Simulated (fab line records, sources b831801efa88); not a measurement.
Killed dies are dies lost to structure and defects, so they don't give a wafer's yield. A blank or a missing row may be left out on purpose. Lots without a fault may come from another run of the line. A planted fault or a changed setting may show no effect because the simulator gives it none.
fab line records | flow sky130
record lots=13 wafers=39 last_day=50
route steps=708 shown NWELL@60 VT_ADJUST_HVTP@95 LI_CONTACT@376
lots that met no fault: from a run of the same line without faults
start_h: hours from the record's first day to the start of the lot's first wafer shown | wait_h: hours since the lot's step before | " the same as in the row above | L1.1+2: a row that stands for several wafers | - no value, or no start given | * or withheld: withheld | < > ~ a bound
route shown NAME@n: a module of which the file shows steps, and the number in the route of the first | usual: mean/standard deviation of fault-free wafers | same: alike in all rows | chamber/n: place in a boat | sites: the reading at each site | _std_site: their standard deviation | _edge_site: outer sites' mean less inner sites' | radius_mm: how far each site lies from the wafer's centre | mask NAME#n: copy n | behind: the tool/chamber that last shaped the wafer | hold: why the lot was held/for how many hours/how that ended | device: the transistor (n, p or np) that didn't switch | end of line: the same wafers' tests at the end of the route | a step without rows: its recipe alone | killed: dies lost to structure and defects at the first sort, not the wafer's yield | map: a wafer's dies, x killed, . not, _ none there
set.NAME: the setting as run; set.NAME@STEP: as run at that earlier step | model.NAME: the simulator's own value behind a step, which no gauge read
steps of the route over a sample of lots; a table a step, a row a wafer
services: from which hour (start_h, from the record's first day; less than 0 if before it) a tool's chamber was out of use, for how many hours, and why
## steps
# step SKY_NWELL_EXPOSE_07
# recipe mask_id=NWM na=0.6 source_shape=conventional sigma_outer=0.6 polarization=unpolarized target_cd_nm=840 dose_mj=255
# columns lot.wafer tool chamber start_h wait_h mask
L242.2+3+4 iline_stepper-02 0 81.83 - NWM#0
L244.3+4+5 iline_stepper-02 0 95.02 - NWM#0
L245.3+5+6 iline_stepper-01 0 98.74 - NWM#0
L246.1+4+6 iline_stepper-01 0 106.74 - NWM_R1#0
L251.1+3+4 iline_stepper-01 0 134.66 - NWM#0
L256.2+5+6 iline_stepper-02 0 158.26 - NWM#0
L257.2+5+6 iline_stepper-01 0 171.85 - NWM#0
L258.1+4+5 iline_stepper-02 0 172.96 - NWM#0
L259.1+5+6 iline_stepper-02 0 179.53 - NWM#0
L260.2+3+5 iline_stepper-01 0 184.67 - NWM#0
L261.3+5+6 iline_stepper-01 0 190.63 - NWM#0
L262.1+2+6 iline_stepper-02 0 199.36 - NWM#0
L264.2+3+5 iline_stepper-01 0 216.50 - NWM#0
# step SKY_NWELL_OVL_MEAS_10
# usual NWELL_00_OVL=0.8/1.5
# columns lot.wafer tool chamber start_h wait_h NWELL_00_OVL[nm]
L242.2 overlay-01 - 90.27 - 0.6
L242.3 " - " " -0.4
L242.4 " - " " -1.3
L244.3 overlay-01 - 102.97 - 0.8
L244.4 " - " " -0.8
L244.5 " - " " 0.3
L245.3 overlay-02 - 107.29 - 2.4
L245.5 " - " " 2.5
L245.6 " - " " 2.8
L246.1 overlay-01 - 116.21 - 2.0
L246.4 " - " " 1.0
L246.6 " - " " 2.4
L251.1 overlay-02 - 142.76 - 2.8
L251.3 " - " " 2.1
L251.4 " - " " 2.0
L256.2 overlay-02 - 167.53 - -1.1
L256.5 " - " " -0.5
L256.6 " - " " 0.6
L257.2 overlay-01 - 182.62 - 2.1
L257.5 " - " " 1.8
L257.6 " - " " 2.4
L258.1 overlay-02 - 183.18 - 0.1
L258.4 " - " " 1.4
L258.5 " - " " 2.0
L259.1 overlay-02 - 189.73 - -1.1
L259.5 " - " " -1.0
L259.6 " - " " -1.5
L260.2 overlay-01 - 195.33 - -0.9
L260.3 " - " " -0.7
L260.5 " - " " 0.5
L261.3 overlay-01 - 201.14 - 1.4
L261.5 " - " " 1.6
L261.6 " - " " 1.4
L262.1 overlay-02 - 209.96 - 0.1
L262.2 " - " " 0.1
L262.6 " - " " 1.3
L264.2 overlay-01 - 228.14 - 2.6
L264.3 " - " " 0.2
L264.5 " - " " -0.9
# step SKY_VT_ADJUST_HVTP_STRIP_10
# recipe chemistry=O2/N2 power_w=1400 pressure_mtorr=1500 platen_temp_c=withheld o2_flow_sccm=3000 n2_flow_sccm=300 overash_fraction=0.5
# usual drypump_motor_current_A=5.6/0.74 oes_product_au=0.716/0.0042 strip_time_to_endpoint_s=14.17/0.057
# same overash_fraction=0.5
# columns lot.wafer tool chamber start_h wait_h drypump_motor_current_A oes_product_au rf_hours_counter_h strip_time_to_endpoint_s
L242.2 plasma_asher-04 1 127.52 0.1 4.7 0.727 0 14.13
L242.3 " 0 " " 6.3 0.704 - 14.09
L242.4 " 1 " " 4.7 0.722 - 14.15
L244.3 plasma_asher-02 1 140.87 0.1 5.0 0.719 - 14.20
L244.4 " 0 " " 4.8 0.716 - 14.18
L244.5 " 1 " " 5.0 0.710 - 14.19
L245.3 plasma_asher-01 0 144.42 0.1 5.9 0.712 - 14.11
L245.5 " 1 " " 6.6 0.709 - 14.15
L245.6 " 0 " " 5.9 0.713 - 14.12
L246.1 plasma_asher-02 0 155.30 0.1 4.8 0.717 34 14.22
L246.4 " 0 " " 4.8 0.716 - 14.26
L246.6 " 1 " " 5.0 0.714 - 14.28
L251.1 plasma_asher-02 0 184.89 0.1 4.8 0.710 38 14.23
L251.3 " 1 " " 5.0 0.714 - 14.23
L251.4 " 0 " " 4.8 0.718 - 14.22
L256.2 plasma_asher-02 0 211.09 0.1 4.8 0.714 41 14.13
L256.5 " 1 " " 5.0 0.715 - 14.10
L256.6 " 0 " " 4.8 0.708 - 14.13
L257.2 plasma_asher-01 1 228.10 0.1 6.7 0.716 53 14.19
L257.5 " 1 " " 6.7 0.712 - 14.14
L257.6 " 0 " " 5.9 0.716 - 14.09
L258.1 plasma_asher-01 1 228.74 0.1 6.6 0.711 53 14.20
L258.4 " 1 " " 6.7 0.721 - 14.21
L258.5 " 1 " " 6.7 0.717 - 14.20
L259.1 plasma_asher-02 0 234.62 0.1 4.8 0.717 44 14.12
L259.5 " 1 " " 5.1 0.717 - 14.15
L259.6 " 0 " " 4.8 0.719 - 14.14
L260.2 plasma_asher-04 1 241.85 0.1 4.7 0.721 13 14.17
L260.3 " 1 " " 4.7 0.711 - 14.10
L260.5 " 0 " " 6.3 0.726 - 14.14
L261.3 plasma_asher-01 1 247.57 0.1 6.7 0.708 - 14.06
L261.5 " 1 " " 6.6 0.713 - 14.09
L261.6 " 0 " " 5.9 0.702 - 14.13
L262.1 plasma_asher-01 1 257.12 0.1 6.6 0.722 56 14.14
L262.2 " 0 " " 5.9 0.721 56 14.14
L262.6 " 1 " " 6.6 0.720 - 14.14
L264.2 plasma_asher-02 0 276.09 0.1 4.8 0.715 48 14.11
L264.3 " 0 " " 4.8 0.711 - 14.10
L264.5 " 0 " " 4.8 0.720 - 14.06
# step SKY_LI_CONTACT_ETCH_14
# recipe chemistry=N2/H2 target=BARC ion_energy_ev=200 source_w=500 bias_w=100 pressure_mtorr=30 n2_flow_sccm=100 h2_flow_sccm=200 stop_on=SiO2 time_s=45.9 target_depth_a=600
# usual drypump_motor_current_A=5.8/0.31 oes_product_au=0.854/0.0045 throttle_valve_pct=13.225/0.0092
# columns lot.wafer tool chamber start_h wait_h drypump_motor_current_A oes_product_au rf_hours_counter_h throttle_valve_pct
L242.2 rie_diel-02 1 685.58 0.0 5.5 0.855 6 13.228
L242.3 " 3 " " 5.7 0.860 2 13.228
L242.4 " 2 " " 6.4 0.855 34 13.234
L244.3 rie_diel-03 0 705.63 0.0 6.2 0.856 42 13.230
L244.4 " 1 " " 5.6 0.864 1 13.228
L244.5 " 0 " " 6.2 0.853 - 13.238
L245.3 rie_diel-02 2 713.43 0.0 6.4 0.849 34 13.237
L245.5 " 0 " " 5.7 0.856 - 13.218
L245.6 " 3 " " 5.8 0.856 - 13.230
L246.1 rie_diel-02 2 724.72 0.0 6.4 0.849 35 13.232
L246.4 " 1 " " 5.5 0.850 - 13.236
L246.6 " 2 " " 6.4 0.845 - 13.211
L251.1 rie_diel-02 3 765.13 0.0 5.7 0.847 3 13.206
L251.3 " 1 " " 5.5 0.860 8 13.237
L251.4 " 0 " " 5.7 0.856 2 13.230
L256.2 rie_diel-01 3 791.44 0.0 5.8 0.863 13 13.201
L256.5 " 3 " " 5.8 0.858 - 13.226
L256.6 " 2 " " 5.4 0.852 - 13.228
L257.2 rie_diel-03 0 809.02 0.0 6.2 0.850 0 13.214
L257.5 " 1 " " 5.6 0.854 - 13.239
L257.6 " 0 " " 6.2 0.850 - 13.207
L258.1 rie_diel-02 0 809.93 0.0 5.7 0.858 3 13.234
L258.4 " 2 " " 6.5 0.853 - 13.213
L258.5 " 0 " " 5.7 0.862 - 13.225
L259.1 rie_diel-02 0 821.42 0.0 5.8 0.853 3 13.241
L259.5 " 3 " " 5.7 0.857 - 13.214
L259.6 " 0 " " 5.8 0.858 - 13.240
L260.2 rie_diel-03 2 825.83 0.0 6.0 0.845 3 13.226
L260.3 " 1 " " 5.6 0.852 5 13.231
L260.5 " 3 " " 5.4 0.856 - 13.216
L261.3 rie_diel-03 0 835.43 0.0 6.2 0.851 1 13.209
L261.5 " 2 " " 6.0 0.855 - 13.229
L261.6 " 1 " " 5.6 0.848 - 13.225
L262.1 rie_diel-02 3 844.12 0.0 5.7 0.852 4 13.211
L262.2 " 1 " " 5.5 0.858 10 13.226
L262.6 " 2 " " 6.4 0.855 - 13.217
L264.2 rie_diel-03 0 862.12 0.0 6.2 0.845 2 13.233
L264.3 " 2 " " 6.0 0.853 5 13.214
L264.5 " 0 " " 6.2 0.855 - 13.225
## services
# columns tool chamber start_h hours kind
rie_diel-02 - 81.60 0.5 repair
rie_diel-02 2 123.25 2.8 repair
rie_diel-02 3 138.65 6.5 repair
rie_diel-02 3 175.38 5.9 repair
iline_stepper-01 - 232.14 2.1 pm
iline_stepper-01 - 242.16 1.7 pm
rie_diel-02 2 252.54 4.3 repair
rie_diel-02 2 285.87 3.8 repair
rie_diel-02 0 319.64 4.6 repair
iline_stepper-01 - 422.24 1.3 repair
rie_diel-02 - 433.19 2.8 pm
iline_stepper-01 - 460.37 1.7 pm
rie_diel-02 3 471.64 9.5 repair
rie_diel-02 0 518.10 8.6 repair
rie_diel-02 3 614.29 6.9 repair
rie_diel-02 1 655.63 4.6 repair
iline_stepper-01 - 667.98 2.5 repair
iline_stepper-01 - 678.52 1.7 pm
rie_diel-02 - 697.52 0.8 repair
rie_diel-02 1 720.77 2.6 repair
rie_diel-02 3 721.18 6.8 repair
iline_stepper-01 - 727.77 7.8 repair
rie_diel-02 3 730.48 6.7 repair
rie_diel-02 3 806.26 4.5 repair
## key
first_sign step=SKY_NWELL_EXPOSE_07 reading=mask direction=changed
effect none on later readings
met_at SKY_NWELL_EXPOSE_07
struck_lots L246
tester_left_out L246
not_acting_at SKY_NWELL_OVL_MEAS_10,SKY_VT_ADJUST_HVTP_STRIP_10,SKY_LI_CONTACT_ETCH_14
onset_between 98.74 106.74
fault kind=wrong_mask tool=any chamber=- onset_h=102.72 steps=SKY_NWELL_EXPOSE_07 aux_copy=NWM_R1#0 cd_offset_nm=-101 scope=struck_lots_only
# tester_left_out: of these lots the tester's yield and bins aren't shown, on N5 and GAA mostly nor the transistor test; their killed dies are dies lost to structure and defects alone, not to doping, threshold or leakage, so they don't give the yield
